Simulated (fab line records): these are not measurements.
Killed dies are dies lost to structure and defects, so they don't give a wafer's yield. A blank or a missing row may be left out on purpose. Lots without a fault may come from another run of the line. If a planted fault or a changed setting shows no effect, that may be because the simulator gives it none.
fab line records	flow sky130
record lots=6	wafers=17	lastDay=49
route steps=708 shown VIA3@588 METAL4@598 CAP2M@603 PAD_OPEN@708
lots untouched by any fault: they come from a run of this same line in which no faults occurred
startH: hours from the record's opening day to when the first of the lot's shown wafers began	waitH: hours from the lot's prior step to this one	" same as the row above	L1.1+2: a row that stands for several wafers	- either no value or no given start	* or withheld: withheld	< > ~ a bound
route shown NAME@n: NAME is a module with steps in the file, n the number in the route of the first one	usual: the fault-free wafers' mean and standard deviation	same: alike in all rows	chamber/n: place in a boat	sites: per-site readings	_std_site: standard deviation of those values	_edge_site: outer sites' mean less inner sites'	radiusMm: how far each site lies from the wafer's centre	mask NAME#n: copy n	behind: tool/chamber where the wafer was last shaped	hold: reason for holding the lot/hours on hold/outcome of the hold	device: whichever transistor did not switch (one of n, p or np)	end of line: tests run on the same wafers once the route is complete	step lacking rows: just its recipe	killed: dies that structure and defects cost at the first sort, which is not the same as the wafer's yield	map: a wafer's dies, marking killed ones x, the rest . and places with no die _
set.NAME: the setting as run; set.NAME@STEP: as run at that earlier step	model.NAME: the simulator's own value behind a step, which no gauge read
lots at some steps of the route; a table a step, a row a wafer
services: the hour from which a tool's chamber was out of use, counted from the record's first day as startH (under 0 if before that day), plus the number of hours and why
## steps
# step SKY_VIA3_ETCH_15
# recipe target=SiO2	chemistry=C4F8/O2/Ar	targetDepthNm=507	stopOn=TiN	maskMaterial=KrF-thick	sourceW=1500	biasW=1200	pressureMtorr=40	c4f8FlowSccm=withheld	O2_flow_sccm=6	Ar_flow_sccm=300	timeS=78
# usual oesProductAu=0.945/0.0046
lot.wafer	tool	chamber	startH	waitH	oesProductAu	rfHoursCounterH
L277.1	rieDiel-04	2	943.94	0.0	0.947	16
L277.2	"	3	"	"	0.942	13
L277.5	"	1	"	"	0.944	-
L283.3	rieDiel-04	2	984.89	0.0	0.960	17
L283.5	"	0	"	"	0.939	-
L283.6	"	1	"	"	0.950	-
L286.2	rieDiel-04	0	1005.55	0.0	0.951	9
L286.3	"	3	"	"	0.949	14
L286.4	"	1	"	"	0.944	19
L291.1	rieDiel-04	2	1037.89	0.0	0.949	19
L291.2	"	0	"	"	0.947	11
L291.6	"	1	"	"	0.938	-
L292.1	rieDiel-03	3	1044.76	0.0	0.948	13
L292.6	"	3	"	"	0.941	-
L295.1	rieDiel-04	1	1060.84	0.0	0.948	21
L295.4	"	3	"	"	0.943	16
L295.6	"	2	"	"	0.946	-
# step SKY_VIA3_STRIP_16
# recipe chemistry=O2/N2	powerW=1400	pressureMtorr=1500	platenTempC=withheld	o2FlowSccm=3000	n2FlowSccm=300	overashFraction=0.5
# step SKY_VIA3_STRIP_17
# recipe chemistry=postEtchResidueRemover	timeS=1200	tempC=72.5
# step SKY_VIA3_CLEAN_18
# recipe chemistry=IPA	timeS=180	tempC=25
# step SKY_VIA3_CLEAN_19
# recipe chemistry=O3/DIW	dry=n2Spin
# step SKY_VIA3_SPUTTER_20
# recipe material=TiN	targetThkNm=20	chamberPressurePa=5	powerW=4000	timeS=80
# usual throttleValvePct=30.0/0.97
lot.wafer	tool	chamber	startH	waitH	throttleValvePct
L277.1	pvdSputter-01	-	944.63	0.0	29.3
L277.2	"	-	"	"	29.7
L277.5	"	-	"	"	30.6
L283.3	pvdSputter-01	-	985.63	0.0	28.8
L283.5	"	-	"	"	30.0
L283.6	"	-	"	"	30.9
L286.2	pvdSputter-04	-	1006.21	0.0	30.3
L286.3	"	-	"	"	32.3
L286.4	"	-	"	"	28.1
L291.1	pvdSputter-02	-	1038.60	0.0	31.1
L291.2	"	-	"	"	30.7
L291.6	"	-	"	"	30.7
L292.1	pvdSputter-02	-	1045.45	0.0	29.7
L292.6	"	-	"	"	31.0
L295.1	pvdSputter-04	-	1061.53	0.0	32.5
L295.4	"	-	"	"	32.5
L295.6	"	-	"	"	28.9
# step SKY_VIA3_CVD_21
# recipe material=W	targetThkNm=390	timeS=117.31	tempC=400	pressureTorr=40
# step SKY_VIA3_RS_MEAS_22
# recipe thkMeasGauge=four-point-probe	reads=W_of_VIA3_CVD_21+TiN_of_VIA3_SPUTTER_20
# usual VIA3_W_RS=0.2936/0.0025
lot.wafer	tool	chamber	startH	waitH	VIA3_W_RS[ohm/sq]
L277.1	filmMetro-02	-	944.81	0.1	0.2960
L277.2	"	-	"	"	0.2945
L277.5	"	-	"	"	0.2920
L283.3	filmMetro-03	-	985.98	0.2	0.2970
L283.5	"	-	"	"	0.2971
L283.6	"	-	"	"	0.2942
L286.2	filmMetro-03	-	1006.41	0.1	0.2922
L286.3	"	-	"	"	0.2897
L286.4	"	-	"	"	0.2922
L291.1	filmMetro-02	-	1038.80	0.1	0.2935
L291.2	"	-	"	"	0.2926
L291.6	"	-	"	"	0.2941
L292.1	filmMetro-04	-	1045.64	0.1	0.2927
L292.6	"	-	"	"	0.2925
L295.1	filmMetro-04	-	1061.71	0.1	0.2969
L295.4	"	-	"	"	0.2922
L295.6	"	-	"	"	0.2910
# step SKY_VIA3_THK_MEAS_23
# recipe thkMeasGauge=xrf	reads=W_of_VIA3_CVD_21
# usual VIA3_W_THK=397/6.9
lot.wafer	tool	chamber	startH	waitH	VIA3_W_THK[nm]
L277.1	filmMetro-02	-	944.93	0.1	386
L277.2	"	-	"	"	389
L277.5	"	-	"	"	394
L283.3	filmMetro-03	-	986.08	0.1	390
L283.5	"	-	"	"	390
L283.6	"	-	"	"	395
L286.2	filmMetro-03	-	1006.52	0.1	397
L286.3	"	-	"	"	399
L286.4	"	-	"	"	398
L291.1	filmMetro-02	-	1038.92	0.1	393
L291.2	"	-	"	"	394
L291.6	"	-	"	"	391
L292.1	filmMetro-04	-	1045.76	0.1	400
L292.6	"	-	"	"	404
L295.1	filmMetro-04	-	1061.83	0.1	396
L295.4	"	-	"	"	403
L295.6	"	-	"	"	407
# step SKY_VIA3_CMP_24
# recipe stopOn=SiO2	tOverpolishS=20	downForcePsi=3.5	platenRpm=60	targetThkNm=0	padVelocityMS=0.94248
# usual motorCurrentA=10.8/0.98	overpolishRunS=20.000/0.0093	timeToEndpointS=92/3
lot.wafer	tool	chamber	startH	waitH	motorCurrentA	overpolishRunS	timeToEndpointS
L277.1	cmp-02	3	944.99	0.1	10.6	19.999	88
L277.2	"	2	"	"	10.9	20.002	88
L277.5	"	3	"	"	10.1	19.994	91
L283.3	cmp-01	0	986.22	0.1	11.8	20.005	86
L283.5	"	2	"	"	9.5	20.005	84
L283.6	"	3	"	"	11.2	19.993	90
L286.4	cmp-02	3	1006.57	0.0	10.0	20.004	90
L286.3	"	0	"	"	10.2	20.002	88
L286.2	"	1	"	"	12.0	20.011	89
L291.1	cmp-02	1	1038.98	0.1	12.8	20.002	93
L291.2	"	3	"	"	9.6	19.994	89
L291.6	"	1	"	"	13.1	20.001	92
L292.1	cmp-02	0	1045.97	0.2	10.7	20.003	93
L292.6	"	2	"	"	11.1	19.999	94
L295.4	cmp-01	2	1061.89	0.0	9.8	19.988	95
L295.1	"	3	"	"	10.8	20.004	95
L295.6	"	3	"	"	10.1	20.012	92
# step SKY_METAL4_SPUTTER_00
# recipe material=Ti	targetThkNm=15	powerW=3000	timeS=10	chamberPressurePa=0.4
# step SKY_METAL4_SPUTTER_01
# recipe material=TiN	targetThkNm=20	powerW=6500	timeS=16.7	chamberPressurePa=0.4
# step SKY_METAL4_SPUTTER_02
# recipe material=AlCu	targetThkNm=735	powerW=10600	timeS=39.1	chamberPressurePa=0.4
# usual throttleValvePct=29.7/1
lot.wafer	tool	chamber	startH	waitH	throttleValvePct	model.AlCu_of_METAL4_SPUTTER_02.thkNm
L277.1	pvdSputter-04	-	945.34	0.0	28.9	742.8
L277.2	"	-	"	"	32.4	737.3
L277.5	"	-	"	"	32.7	739.8
L283.3	pvdSputter-03	-	986.46	0.0	28.3	733
L283.5	"	-	"	"	28.7	736.1
L283.6	"	-	"	"	30.1	730.6
L286.2	pvdSputter-01	-	1006.92	0.0	29.8	723.4
L286.3	"	-	"	"	28.7	725.8
L286.4	"	-	"	"	29.5	727.2
L291.1	pvdSputter-03	-	1039.32	0.0	30.1	735.7
L291.2	"	-	"	"	28.5	926.6
L291.6	"	-	"	"	29.8	928.1
L292.1	pvdSputter-03	-	1046.16	0.0	30.6	733.1
L292.6	"	-	"	"	30.1	935.1
L295.1	pvdSputter-04	-	1062.24	0.0	29.0	737.5
L295.4	"	-	"	"	30.4	735.7
L295.6	"	-	"	"	32.3	736.9
# step SKY_METAL4_SPUTTER_03
# recipe material=Ti	targetThkNm=5	powerW=3000	timeS=3.3	chamberPressurePa=0.4
# step SKY_METAL4_SPUTTER_04
# recipe material=TiN	targetThkNm=70	powerW=6500	timeS=58.3	chamberPressurePa=0.4
# step SKY_CAP2M_CVD_00
# recipe material=SiO2	targetThkNm=15.5	tempC=400	timeS=withheld	rfW=450
# step SKY_CAP2M_THK_MEAS_01
# recipe reads=SiO2_of_CAP2M_CVD_00
# usual CAP2M_CVD_00_THK=15.60/0.21
lot.wafer	tool	chamber	startH	waitH	CAP2M_CVD_00_THK[nm]
L277.1	filmMetro-03	-	945.47	-	15.51
L277.2	"	-	"	"	15.46
L277.5	"	-	"	"	15.52
L283.3	filmMetro-02	-	986.61	-	15.52
L283.5	"	-	"	"	15.71
L283.6	"	-	"	"	15.63
L286.2	filmMetro-02	-	1007.07	-	15.63
L286.3	"	-	"	"	15.92
L286.4	"	-	"	"	15.97
L291.1	filmMetro-03	-	1039.45	-	15.57
L291.2	"	-	"	"	15.70
L291.6	"	-	"	"	15.70
L292.1	filmMetro-01	-	1046.29	-	15.45
L292.6	"	-	"	"	15.64
L295.1	filmMetro-01	-	1062.37	-	15.72
L295.4	"	-	"	"	15.73
L295.6	"	-	"	"	16.18
# step SKY_CAP2M_SPUTTER_02
# recipe material=TiN	targetThkNm=200	tempC=300	powerW=6500	timeS=166.7	chamberPressurePa=0.4
# usual throttleValvePct=30.1/1.1
lot.wafer	tool	chamber	startH	waitH	throttleValvePct
L277.1	pvdSputter-02	-	945.53	0.1	31.2
L277.2	"	-	"	"	29.6
L277.5	"	-	"	"	29.6
L283.3	pvdSputter-02	-	986.65	0.0	31.0
L283.5	"	-	"	"	30.6
L283.6	"	-	"	"	29.7
L286.2	pvdSputter-03	-	1007.12	0.0	30.0
L286.3	"	-	"	"	30.0
L286.4	"	-	"	"	30.2
L291.1	pvdSputter-02	-	1039.51	0.1	31.1
L291.2	"	-	"	"	30.6
L291.6	"	-	"	"	29.7
L292.1	pvdSputter-04	-	1046.35	0.1	30.0
L292.6	"	-	"	"	28.2
L295.1	pvdSputter-03	-	1062.43	0.1	28.6
L295.4	"	-	"	"	30.0
L295.6	"	-	"	"	29.8
# step SKY_CAP2M_RS_MEAS_03
# recipe thkMeasGauge=four-point-probe	reads=TiN_of_CAP2M_SPUTTER_02
# usual CAP2M_TIN_RS=6.89/0.066
lot.wafer	tool	chamber	startH	waitH	CAP2M_TIN_RS[ohm/sq]
L277.1	filmMetro-01	-	945.64	0.1	6.85
L277.2	"	-	"	"	6.91
L277.5	"	-	"	"	6.90
L283.3	filmMetro-03	-	986.80	0.1	6.88
L283.5	"	-	"	"	6.91
L283.6	"	-	"	"	6.86
L286.2	filmMetro-03	-	1007.25	0.1	6.92
L286.3	"	-	"	"	6.97
L286.4	"	-	"	"	6.94
L291.1	filmMetro-01	-	1039.63	0.1	6.95
L291.2	"	-	"	"	6.97
L291.6	"	-	"	"	6.99
L292.1	filmMetro-03	-	1046.46	0.1	6.87
L292.6	"	-	"	"	6.79
L295.1	filmMetro-03	-	1062.54	0.1	6.87
L295.4	"	-	"	"	6.89
L295.6	"	-	"	"	6.86
# step SKY_CAP2M_THK_MEAS_04
# recipe thkMeasGauge=xrf	reads=TiN_of_CAP2M_SPUTTER_02
# usual CAP2M_TIN_THK=200.1/2
lot.wafer	tool	chamber	startH	waitH	CAP2M_TIN_THK[nm]
L277.1	filmMetro-01	-	945.76	0.1	203.2
L277.2	"	-	"	"	200.9
L277.5	"	-	"	"	201.1
L283.3	filmMetro-03	-	986.90	0.1	199.8
L283.5	"	-	"	"	199.3
L283.6	"	-	"	"	201.4
L286.2	filmMetro-03	-	1007.36	0.1	199.9
L286.3	"	-	"	"	198.4
L286.4	"	-	"	"	199.1
L291.1	filmMetro-01	-	1039.75	0.1	199.6
L291.2	"	-	"	"	198.2
L291.6	"	-	"	"	199.2
L292.1	filmMetro-03	-	1046.58	0.1	201.1
L292.6	"	-	"	"	203.0
L295.1	filmMetro-03	-	1062.66	0.1	199.8
L295.4	"	-	"	"	199.6
L295.6	"	-	"	"	201.4
# step SKY_CAP2M_DEHYDRATE_05
# recipe tempC=200	timeS=60
# step SKY_CAP2M_HMDS_06
# recipe primeTimeS=60	primeTempC=120
# step SKY_CAP2M_COAT_07
# recipe resist=NOVOLAK	spinRpm=3000	resistThkNm=1140
# step SKY_CAP2M_SOFTBAKE_08
# recipe tempC=90	timeS=60	resist=NOVOLAK
# step SKY_CAP2M_EXPOSE_09
# recipe maskId=CAP2M	na=0.6	sourceShape=conventional	sigmaOuter=0.6	polarization=unpolarized	targetCdNm=1000	doseMj=159
# step SKY_CAP2M_PEB_10
# recipe tempC=withheld	timeS=*	resist=NOVOLAK
# step SKY_CAP2M_DEVELOP_11
# recipe resist=NOVOLAK	developer=TMAH	developTimeS=60	devTempC=23
# step SKY_CAP2M_OVL_MEAS_12
# usual CAP2M_OVL=0.3/1.5
lot.wafer	tool	chamber	startH	waitH	CAP2M_OVL[nm]
L277.1	overlay-01	-	969.33	0.1	1.0
L277.2	"	-	"	"	2.8
L277.5	"	-	"	"	3.0
L283.3	overlay-01	-	1008.42	0.1	1.6
L283.5	"	-	"	"	-0.9
L283.6	"	-	"	"	2.5
L286.2	overlay-02	-	1030.78	0.1	-0.4
L286.3	"	-	"	"	1.0
L286.4	"	-	"	"	2.5
L291.1	overlay-02	-	1061.58	0.1	1.8
L291.2	"	-	"	"	2.1
L291.6	"	-	"	"	-0.2
L292.1	overlay-01	-	1068.04	0.1	0.6
L292.6	"	-	"	"	2.9
L295.1	overlay-01	-	1083.48	0.1	1.4
L295.4	"	-	"	"	1.0
L295.6	"	-	"	"	-1.7
# step SKY_CAP2M_METAL_ETCH_13
# recipe targetDepthNm=220	stopOn=SiO2	chemistry=Cl2/BCl3	target=TiN	pressureMtorr=10	icpW=900	biasW=48.5	Cl2_flow_sccm=60	bcl3FlowSccm=30	timeS=62.9
# step SKY_CAP2M_STRIP_14
# recipe chemistry=O2/N2	powerW=1400	pressureMtorr=1500	platenTempC=withheld	o2FlowSccm=3000	n2FlowSccm=300	overashFraction=0.5
# usual drypumpMotorCurrentA=5.2/0.4	oesProductAu=0.710/0.0047	stripTimeToEndpointS=12.67/0.051
lot.wafer	tool	chamber	startH	waitH	drypumpMotorCurrentA	oesProductAu	rfHoursCounterH	stripTimeToEndpointS
L277.1	plasmaAsher-04	1	969.44	0.1	5.3	0.712	54	12.76
L277.2	"	0	"	"	5.4	0.704	54	12.73
L277.5	"	1	"	"	5.3	0.718	-	12.79
L283.3	plasmaAsher-02	0	1008.55	0.1	4.8	0.711	-	12.71
L283.5	"	1	"	"	4.8	0.710	-	12.70
L283.6	"	0	"	"	4.9	0.710	-	12.72
L286.2	plasmaAsher-04	0	1030.89	0.1	5.4	0.714	60	12.61
L286.3	"	1	"	"	5.3	0.715	-	12.62
L286.4	"	0	"	"	5.4	0.709	-	12.56
L291.1	plasmaAsher-04	1	1061.69	0.1	5.3	0.703	63	12.68
L291.2	"	0	"	"	5.4	0.710	63	12.69
L291.6	"	0	"	"	5.4	0.714	-	12.69
L292.1	plasmaAsher-02	0	1068.15	0.1	4.8	0.715	0	12.71
L292.6	"	1	"	"	4.8	0.706	-	12.74
L295.1	plasmaAsher-02	1	1083.62	0.1	4.8	0.714	2	12.58
L295.4	"	1	"	"	4.8	0.713	-	12.66
L295.6	"	1	"	"	4.8	0.706	-	12.61
# step SKY_CAP2M_STRIP_15
# recipe chemistry=postEtchResidueRemover	timeS=1200	tempC=72.5
# step SKY_CAP2M_CLEAN_16
# recipe chemistry=IPA	timeS=180	tempC=25
# step SKY_CAP2M_CLEAN_17
# recipe chemistry=O3/DIW	dry=n2Spin
# step SKY_METAL4_DEHYDRATE_05
# recipe tempC=200	timeS=60
# step SKY_METAL4_HMDS_06
# recipe primeTimeS=60	primeTempC=120
# step SKY_METAL4_COAT_07
# recipe resist=BARC	tempC=withheld	timeS=withheld	spinRpm=3000	resistThkNm=60
# step SKY_METAL4_COAT_08
# recipe resist=KrF-thick	spinRpm=3000	resistThkNm=1140
# step SKY_METAL4_SOFTBAKE_09
# recipe tempC=100	timeS=90	resist=KrF-thick
# step SKY_METAL4_EXPOSE_10
# recipe maskId=MM4	na=0.68	sourceShape=annular	sigmaInner=0.4	sigmaOuter=0.8	targetCdNm=300	doseMj=28
# step SKY_METAL4_PEB_11
# recipe pebTempC=withheld	pebTimeS=withheld	resist=KrF-thick
# step SKY_METAL4_DEVELOP_12
# recipe developTimeS=60	resist=KrF-thick	devTempC=21
# step SKY_METAL4_CD_MEAS_13
# recipe targetCdNm=300
# usual cdNm=299.8/1.3
lot.wafer	tool	chamber	startH	waitH	cdNm
L277.1	cdSem-01	-	992.84	-	297.8
L277.2	"	-	"	"	298.8
L277.5	"	-	"	"	298.1
L283.3	cdSem-02	-	1031.87	-	297.8
L283.5	"	-	"	"	297.7
L283.6	"	-	"	"	296.6
L286.2	cdSem-02	-	1053.40	-	300.3
L286.3	"	-	"	"	299.5
L286.4	"	-	"	"	300.4
L291.1	cdSem-01	-	1082.94	-	300.7
L291.2	"	-	"	"	298.7
L291.6	"	-	"	"	299.8
L292.1	cdSem-02	-	1090.09	-	298.3
L292.6	"	-	"	"	297.0
L295.1	cdSem-02	-	1104.93	-	300.7
L295.4	"	-	"	"	301.3
L295.6	"	-	"	"	302.4
# step SKY_METAL4_METAL_ETCH_18
# recipe targetDepthA=8450	stopOn=SiO2	overEtchFrac=0.3	timeS=183.1	chemistry=Cl2/BCl3	resistSidewallDeg=88	pressureMtorr=10	icpW=900	biasW=48.5	Cl2_flow_sccm=60	bcl3FlowSccm=30
# usual drypumpMotorCurrentA=5.5/0.43	oesProductAu=0.865/0.0058	throttleValvePct=22.265/0.0095
# same overEtchFrac=0.3
lot.wafer	tool	chamber	startH	waitH	drypumpMotorCurrentA	oesProductAu	rfHoursCounterH	throttleValvePct
L277.1	rieMetal-03	0	993.14	0.0	5.7	0.873	12	22.257
L277.2	"	1	"	"	6.2	0.859	14	22.284
L277.5	"	1	"	"	6.2	0.865	-	22.276
L283.3	rieMetal-03	1	1032.19	0.1	6.2	0.856	-	22.274
L283.5	"	1	"	"	6.2	0.864	-	22.262
L283.6	"	0	"	"	5.8	0.865	-	22.259
L286.2	rieMetal-01	1	1053.68	0.0	5.7	0.855	10	22.268
L286.3	"	1	"	"	5.7	0.858	-	22.270
L286.4	"	0	"	"	4.9	0.858	-	22.257
L291.1	rieMetal-03	1	1083.25	0.0	6.2	0.866	19	22.266
L291.2	"	0	"	"	5.7	0.972	16	22.260
L291.6	"	1	"	"	6.2	0.978	-	22.253
L292.1	rieMetal-01	0	1090.40	0.0	4.9	0.863	21	22.257
L292.6	"	0	"	"	4.9	0.980	-	22.254
L295.1	rieMetal-01	0	1105.23	0.0	4.9	0.869	22	22.275
L295.4	"	1	"	"	5.7	0.869	-	22.256
L295.6	"	0	"	"	4.9	0.870	-	22.275
# step SKY_PAD_OPEN_PROBE_99
lot.wafer	tool	chamber	startH	waitH	model.etest.met4Comb.leakLog10AUm	model.etest.met4.lineOhmUm	model.etest.met4.rsOhmSq
L277.1	prober-01	-	1088.25	0.1	-11.93	0.1429	0.0425
L277.2	prober-01	-	1088.30	0.1	-11.84	0.1468	0.04275
L277.5	prober-01	-	1088.45	0.2	-11.92	0.1414	0.04222
L283.3	prober-02	-	1122.65	0.2	-12.05	0.1445	0.04256
L283.5	prober-02	-	1122.75	0.2	-12	0.1473	0.04292
L283.6	prober-02	-	1122.80	0.2	-12.05	0.1448	0.04277
L286.2	prober-01	-	1140.57	0.1	-11.98	0.1437	0.04362
L286.3	prober-01	-	1140.62	0.2	-11.96	0.1465	0.04365
L286.4	prober-01	-	1140.67	0.2	-11.9	0.1454	0.04337
L291.1	prober-02	-	1164.66	0.1	-11.88	0.1427	0.04231
L291.2	prober-02	-	1164.71	0.1	-8.889	0.1129	0.03379
L291.6	prober-02	-	1164.91	0.2	-7.439	0.1113	0.03351
L292.1	prober-01	-	1170.63	0.1	-11.84	0.14	0.0425
L292.6	prober-01	-	1170.88	0.2	-8.517	0.1086	0.03309
L295.1	prober-01	-	1183.91	0.1	-12.16	0.1437	0.0425
L295.4	prober-01	-	1184.06	0.2	-11.82	0.143	0.04281
L295.6	prober-01	-	1184.16	0.2	-11.97	0.1407	0.04274
# killed by level:class
L277.1 VIA1:geometricParticle:open=14 CONTACT:geometricParticle:open=11 LI_CONTACT:geometricParticle:open=10 VIA3:geometricParticle:short=8 VIA2:geometricParticle:open=6 POLY_GATE:geometricParticle:short=4 LOCAL_INTERCONNECT:geometricParticle:short=4 VIA3:geometricParticle:open=4
L277.2 METAL2:geometricParticle:short=9 VIA3:geometricParticle:open=7 METAL1:geometricParticle:short=7 VIA1:geometricParticle:open=7 VIA3:geometricParticle:short=7 LI_CONTACT:geometricParticle:open=6 VIA2:geometricParticle:open=6 CONTACT:geometricParticle:open=5
L277.5 LI_CONTACT:geometricParticle:open=10 CONTACT:geometricParticle:open=9 POLY_GATE:geometricParticle:open=8 VIA2:geometricParticle:open=8 VIA1:geometricParticle:open=7 VIA3:geometricParticle:open=6 FIELD_ISO:geometricParticle:short=5 POLY_GATE:geometricParticle:short=4
L283.3 VIA1:geometricParticle:open=10 VIA2:geometricParticle:open=7 METAL2:geometricParticle:short=6 FIELD_ISO:geometricParticle:short=5 CONTACT:geometricParticle:open=5 VIA3:geometricParticle:open=5 POLY_GATE:geometricParticle:open=4 LOCAL_INTERCONNECT:geometricParticle:short=4
L283.5 VIA1:geometricParticle:open=10 CONTACT:geometricParticle:open=9 FIELD_ISO:geometricParticle:short=8 LI_CONTACT:geometricParticle:open=7 LOCAL_INTERCONNECT:geometricParticle:short=6 VIA3:geometricParticle:open=6 FIELD_ISO:geometricParticle:open=5 METAL1:geometricParticle:short=5
L283.6 FIELD_ISO:geometricParticle:open=8 LI_CONTACT:geometricParticle:open=7 METAL1:geometricParticle:short=7 VIA1:geometricParticle:open=7 POLY_GATE:geometricParticle:open=5 LOCAL_INTERCONNECT:geometricParticle:short=5 CONTACT:geometricParticle:open=5 VIA3:geometricParticle:open=5
L286.2 VIA3:geometricParticle:open=11 VIA1:geometricParticle:open=8 METAL1:geometricParticle:short=8 CONTACT:geometricParticle:short=7 VIA2:geometricParticle:open=7 FIELD_ISO:geometricParticle:open=6 LOCAL_INTERCONNECT:geometricParticle:short=6 CONTACT:geometricParticle:open=5
L286.3 CONTACT:geometricParticle:open=9 VIA2:geometricParticle:open=8 LI_CONTACT:geometricParticle:open=7 VIA1:geometricParticle:open=7 VIA3:geometricParticle:open=6 FIELD_ISO:geometricParticle:short=6 CONTACT:geometricParticle:short=5 METAL1:geometricParticle:short=5
L286.4 VIA1:geometricParticle:open=10 POLY_GATE:geometricParticle:short=9 LI_CONTACT:geometricParticle:open=9 CONTACT:geometricParticle:open=9 VIA1:geometricParticle:short=8 METAL2:geometricParticle:short=6 POLY_GATE:geometricParticle:open=4 METAL3:geometricParticle:short=4
L295.1 CONTACT:geometricParticle:open=9 METAL1:geometricParticle:short=6 CONTACT:geometricParticle:short=5 VIA1:geometricParticle:open=5 METAL2:geometricParticle:short=5 VIA3:geometricParticle:open=4 LOCAL_INTERCONNECT:geometricParticle:short=4 POLY_GATE:geometricParticle:short=3
L295.4 CONTACT:geometricParticle:open=15 VIA1:geometricParticle:open=8 LI_CONTACT:geometricParticle:open=7 CONTACT:geometricParticle:short=7 VIA3:geometricParticle:short=6 POLY_GATE:geometricParticle:short=5 METAL2:geometricParticle:short=5 METAL1:geometricParticle:short=4
L295.6 CONTACT:geometricParticle:open=11 LOCAL_INTERCONNECT:geometricParticle:short=7 METAL1:geometricParticle:short=6 FIELD_ISO:geometricParticle:open=4 LI_CONTACT:geometricParticle:short=4 LI_CONTACT:geometricParticle:open=4 CONTACT:geometricParticle:short=4 VIA1:geometricParticle:open=4
## services
tool	chamber	startH	hours	kind
pvdSputter-03	-	939.05	2.1	repair
rieDiel-03	1	970.18	14.6	repair
rieDiel-04	3	976.97	8.4	repair
cmp-02	-	987.43	0.3	repair
cmp-01	-	989.73	1.1	repair
pvdSputter-01	-	998.78	2.7	repair
rieDiel-03	-	1004.63	0.2	repair
cmp-02	-	1018.07	1.2	repair
cmp-02	-	1022.31	6.0	repair
pvdSputter-02	-	1034.39	1.2	repair
cmp-01	-	1035.27	0.4	repair
rieMetal-03	-	1038.52	28.1	pm
pvdSputter-03	-	1044.18	1.0	repair
cmp-01	-	1045.63	3.7	repair
plasmaAsher-02	-	1046.27	2.1	repair
plasmaAsher-02	-	1055.25	9.0	pm
pvdSputter-01	-	1058.84	2.3	repair
pvdSputter-03	-	1065.33	0.8	repair
plasmaAsher-02	-	1066.98	0.9	repair
pvdSputter-02	-	1071.07	4.1	repair
plasmaAsher-02	-	1075.65	1.0	repair
cmp-02	-	1084.24	4.0	pm
cmp-01	-	1088.24	4.6	pm
rieMetal-01	0	1092.61	2.4	repair
## key
firstSign step=SKY_METAL4_METAL_ETCH_18	reading=oesProductAu	direction=up	sigmas=19	usual=0.865	struck=0.977
effect none on later readings
modelEffect step=SKY_METAL4_SPUTTER_02	value=AlCu_of_METAL4_SPUTTER_02.thkNm	without=735.4	struck=929.9
modelEffect step=SKY_PAD_OPEN_PROBE_99	value=etest.met4Comb.leakLog10AUm	without=-11.97	struck=-8.282
metAt SKY_METAL4_SPUTTER_02
struckWafers L291.2,L291.6,L292.6
sortLeftOut L291.2,L291.6,L292.6
onsetBetween 986.46 1039.32
fault kind=processParameterDrift	tool=pvdSputter-03	chamber=-	onsetH=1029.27	steps=SKY_METAL4_SPUTTER_02	channel=timeS	offset=*	shape=step	endH=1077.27	scope=struckWafersOnly	actsIn=*	stated=*
# sortLeftOut: the simulated sort isn't trusted on such a fault, so these wafers' sort isn't shown, and their yield isn't known
